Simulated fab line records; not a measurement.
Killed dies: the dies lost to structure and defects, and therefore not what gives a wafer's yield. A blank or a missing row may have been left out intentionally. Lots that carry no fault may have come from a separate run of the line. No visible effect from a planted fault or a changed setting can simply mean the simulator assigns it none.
Matching of chambers | flow gf180mcu | GF_V3_CMP_26 on cmp-02 has 4 sister chambers
The step polishes, stops on SiO2, t overpolish 15 s, target thk 0 nm. 16 wafers are shown with their chamber, then 8 later ones without.

## EACH WAFER AND ITS CHAMBER
wafer  | chamber | motor current A (A) | time to endpoint s (s) | overpolish run s (s)
L739.1 | 1       | 10.1                | 88                     | 14.986
L739.2 | 2       | 11.3                | 87                     | 14.987
L739.3 | 0       | 11.0                | 90                     | 15.011
L740.1 | 3       | 8.9                 | 95                     | 14.992
L740.5 | 1       | 10.2                | 91                     | 15.004
L740.6 | 2       | 12.5                | 89                     | 15.007
L751.1 | 2       | 12.3                | 88                     | 14.985
L751.3 | 1       | 10.5                | 83                     | 14.980
L751.5 | 0       | 11.1                | 90                     | 15.007
L752.2 | 1       | 10.2                | 80                     | 14.996
L752.5 | 2       | 11.9                | 79                     | 14.990
L752.6 | 1       | 10.5                | 79                     | 15.015
L753.4 | 2       | 12.2                | 84                     | 15.000
L753.5 | 0       | 11.4                | 87                     | 15.001
L753.6 | 1       | 10.8                | 83                     | 14.998
L754.1 | 1       | 10.5                | 84                     | 15.010

SIGNATURES (means of the wafers above)
reading            | chamber 0 | chamber 1 | chamber 2 | chamber 3 | scatter within a chamber
motor current A    | 11.167    | 10.400    | 12.040    | 8.900     | 0.331
time to endpoint s | 89.00     | 84.00     | 85.40     | 95.00     | 3.86
overpolish run s   | 15.00633  | 14.99843  | 14.99380  | 14.99200  | 0.0106
Rule: for a wafer and a chamber, the distance is found by dividing, reading by reading, the gap between the wafer's reading and the chamber's mean by the reading's scatter, squaring, summing and taking the root. If the next closest chamber is less than 2 further off than the closest, the wafer can't be placed; otherwise it belongs to the closest. The scatter is the square root of a quotient: the sum, over the shown wafers, of each reading's squared deviation from its chamber's mean, divided by wafers minus chambers.

## WAFERS MISSING THEIR CHAMBER
wafer  | motor current A (A) | time to endpoint s (s) | overpolish run s (s)
L754.4 | 12.6                | 82                     | 15.011
L754.5 | 12.0                | 88                     | 15.024
L755.2 | 10.9                | 87                     | 15.008
L755.4 | 10.4                | 85                     | 14.999
L755.5 | 10.5                | 83                     | 15.026
L757.1 | 9.2                 | 89                     | 15.001
L757.5 | 11.9                | 84                     | 14.989
L757.6 | 9.2                 | 87                     | 15.009

## CHAMBER TAKEN BY EACH
wafer  | from the rows above     | in truth
L754.4 | 2                       | 2
L754.5 | can't be placed: 2 or 0 | 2
L755.2 | can't be placed: 0 or 1 | 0
L755.4 | 1                       | 1
L755.5 | can't be placed: 1 or 0 | 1
L757.1 | can't be placed: 3 or 1 | 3
L757.5 | 2                       | 2
L757.6 | can't be placed: 3 or 1 | 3
Placed correctly: 3 of 8. Cannot be placed on the basis of these rows: 5; the candidates contain the true chamber in 5. Wrongly placed: 0.
